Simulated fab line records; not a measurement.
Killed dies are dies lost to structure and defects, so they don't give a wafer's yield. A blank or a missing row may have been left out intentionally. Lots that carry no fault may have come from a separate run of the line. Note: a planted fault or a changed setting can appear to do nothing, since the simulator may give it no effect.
Split-lot study / flow gf180mcu / 23 wafers read from 5 lots, route of 602 steps

ABOUT THE SPLIT
At GF_V4_CVD_00 (deposits SiO2, target thk 600 nm, time 100 s), the setting sih4 flow sccm was moved away from the recipe's 60 sccm on 10 of the 23 wafers read, by +4.6% to +13.6%. This setting was run at the recipe's value on the other wafers.

There is no step in the file separating the split from the reading.

THE READING
Values of V4_CVD_00_THK in nm from GF_V4_THK_MEAS_01. A value of 600 nm with a standard deviation of 5 nm is what fault-free wafers of this fab line usually give.

wafer=L075.1; tool, chamber at the split=hdpcvd-02, 2; sih4 flow sccm as run, sccm=68.14; against the recipe=+13.6%; V4_CVD_00_THK, nm=680; against lot-mates on the recipe=+81
wafer=L075.2; tool, chamber at the split=hdpcvd-02, 1; sih4 flow sccm as run, sccm=60; against the recipe=recipe; V4_CVD_00_THK, nm=600; against lot-mates on the recipe=-
wafer=L075.3; tool, chamber at the split=hdpcvd-02, 0; sih4 flow sccm as run, sccm=60; against the recipe=recipe; V4_CVD_00_THK, nm=598; against lot-mates on the recipe=-
wafer=L075.5; tool, chamber at the split=hdpcvd-02, 0; sih4 flow sccm as run, sccm=60; against the recipe=recipe; V4_CVD_00_THK, nm=598; against lot-mates on the recipe=-
wafer=L075.6; tool, chamber at the split=hdpcvd-02, 1; sih4 flow sccm as run, sccm=68.14; against the recipe=+13.6%; V4_CVD_00_THK, nm=683; against lot-mates on the recipe=+84
wafer=L077.2; tool, chamber at the split=hdpcvd-02, 2; sih4 flow sccm as run, sccm=60; against the recipe=recipe; V4_CVD_00_THK, nm=599; against lot-mates on the recipe=-
wafer=L077.3; tool, chamber at the split=hdpcvd-02, 1; sih4 flow sccm as run, sccm=60; against the recipe=recipe; V4_CVD_00_THK, nm=597; against lot-mates on the recipe=-
wafer=L077.4; tool, chamber at the split=hdpcvd-02, 2; sih4 flow sccm as run, sccm=65.94; against the recipe=+9.9%; V4_CVD_00_THK, nm=659; against lot-mates on the recipe=+61
wafer=L077.5; tool, chamber at the split=hdpcvd-02, 0; sih4 flow sccm as run, sccm=65.94; against the recipe=+9.9%; V4_CVD_00_THK, nm=657; against lot-mates on the recipe=+59
wafer=L077.6; tool, chamber at the split=hdpcvd-02, 1; sih4 flow sccm as run, sccm=65.94; against the recipe=+9.9%; V4_CVD_00_THK, nm=665; against lot-mates on the recipe=+67
wafer=L080.1; tool, chamber at the split=hdpcvd-01, 0; sih4 flow sccm as run, sccm=60; against the recipe=recipe; V4_CVD_00_THK, nm=594; against lot-mates on the recipe=-
wafer=L080.3; tool, chamber at the split=hdpcvd-01, 2; sih4 flow sccm as run, sccm=60; against the recipe=recipe; V4_CVD_00_THK, nm=596; against lot-mates on the recipe=-
wafer=L080.6; tool, chamber at the split=hdpcvd-01, 2; sih4 flow sccm as run, sccm=60; against the recipe=recipe; V4_CVD_00_THK, nm=603; against lot-mates on the recipe=-
wafer=L082.1; tool, chamber at the split=hdpcvd-02, 2; sih4 flow sccm as run, sccm=60; against the recipe=recipe; V4_CVD_00_THK, nm=592; against lot-mates on the recipe=-
wafer=L082.2; tool, chamber at the split=hdpcvd-02, 0; sih4 flow sccm as run, sccm=62.76; against the recipe=+4.6%; V4_CVD_00_THK, nm=624; against lot-mates on the recipe=+26
wafer=L082.3; tool, chamber at the split=hdpcvd-02, 1; sih4 flow sccm as run, sccm=62.76; against the recipe=+4.6%; V4_CVD_00_THK, nm=629; against lot-mates on the recipe=+30
wafer=L082.5; tool, chamber at the split=hdpcvd-02, 1; sih4 flow sccm as run, sccm=62.76; against the recipe=+4.6%; V4_CVD_00_THK, nm=623; against lot-mates on the recipe=+24
wafer=L082.6; tool, chamber at the split=hdpcvd-02, 2; sih4 flow sccm as run, sccm=60; against the recipe=recipe; V4_CVD_00_THK, nm=605; against lot-mates on the recipe=-
wafer=L085.1; tool, chamber at the split=hdpcvd-02, 0; sih4 flow sccm as run, sccm=66.55; against the recipe=+10.9%; V4_CVD_00_THK, nm=664; against lot-mates on the recipe=+65
wafer=L085.2; tool, chamber at the split=hdpcvd-02, 1; sih4 flow sccm as run, sccm=66.55; against the recipe=+10.9%; V4_CVD_00_THK, nm=671; against lot-mates on the recipe=+72
wafer=L085.3; tool, chamber at the split=hdpcvd-02, 2; sih4 flow sccm as run, sccm=60; against the recipe=recipe; V4_CVD_00_THK, nm=591; against lot-mates on the recipe=-
wafer=L085.5; tool, chamber at the split=hdpcvd-02, 2; sih4 flow sccm as run, sccm=60; against the recipe=recipe; V4_CVD_00_THK, nm=605; against lot-mates on the recipe=-
wafer=L085.6; tool, chamber at the split=hdpcvd-02, 1; sih4 flow sccm as run, sccm=60; against the recipe=recipe; V4_CVD_00_THK, nm=600; against lot-mates on the recipe=-

THE FIT
A straight line over all 23 wafers: V4_CVD_00_THK changes by +6.22 nm for each +1% of sih4 flow sccm; r = +0.99; the points scatter about the line by 4 nm.
The same after taking each lot's own level away (the mean of its wafers on the recipe; 23 wafers): +6.21 nm for each +1%; r = +0.99; scatter 4 nm.
The reading moves by 84 nm for the largest change in sih4 flow sccm, on that fit.
Across the lots, their own levels run from 597.7 to 598.7 nm, a range of 0.2 times the standard deviation given above.
The two slopes are in agreement: the lot-to-lot level therefore moves the slope only a little.
Check: +84.8 nm against its lot-mates is what the line predicts for one of the wafers moved furthest among these (+13.6%) when that wafer is left out of the fit. Against them it came out at +81.3 nm.

THESE WAFERS: OTHER SPLITS
Other splits were also applied to these wafers ahead of the reading. Each is held against what the fit with the lots' levels taken away leaves over:
other split on the same wafers=GF_V2_CVD_23 temp c; wafers away from the commonest value=5; r with V4_CVD_00_THK (lot level and that fit taken away)=-0.10
other split on the same wafers=GF_M3_EXPOSE_11 dose mj; wafers away from the commonest value=10; r with V4_CVD_00_THK (lot level and that fit taken away)=-0.29
other split on the same wafers=GF_M3_PEB_12 peb temp c; wafers away from the commonest value=9; r with V4_CVD_00_THK (lot level and that fit taken away)=-0.19
other split on the same wafers=GF_V3_CVD_02 time s; wafers away from the commonest value=4; r with V4_CVD_00_THK (lot level and that fit taken away)=+0.06
other split on the same wafers=GF_V3_PEB_12 peb temp c; wafers away from the commonest value=7; r with V4_CVD_00_THK (lot level and that fit taken away)=+0.31
other split on the same wafers=GF_M4_EXPOSE_11 dose mj; wafers away from the commonest value=8; r with V4_CVD_00_THK (lot level and that fit taken away)=-0.03

THE WHOLE CHAIN: every reading that the file lists as answering this split, in the file's order
step=GF_V4_CVD_00; what it does=deposits SiO2, target thk 600 nm, time 100 s; reading=SiO2_of_V4_CVD_00.thk nm (the simulator's own value, which no gauge read); change (the file's fit)=+6.21 nm for each +1% of the setting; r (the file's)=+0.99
step=GF_V4_THK_MEAS_01; what it does=; reading=V4_CVD_00_THK; change (the file's fit)=+6.18 for each +1% of the setting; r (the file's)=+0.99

THE FILE'S OWN FIT
V4_CVD_00_THK changes by +6.18 nm for each +1% of sih4 flow sccm, r = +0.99.
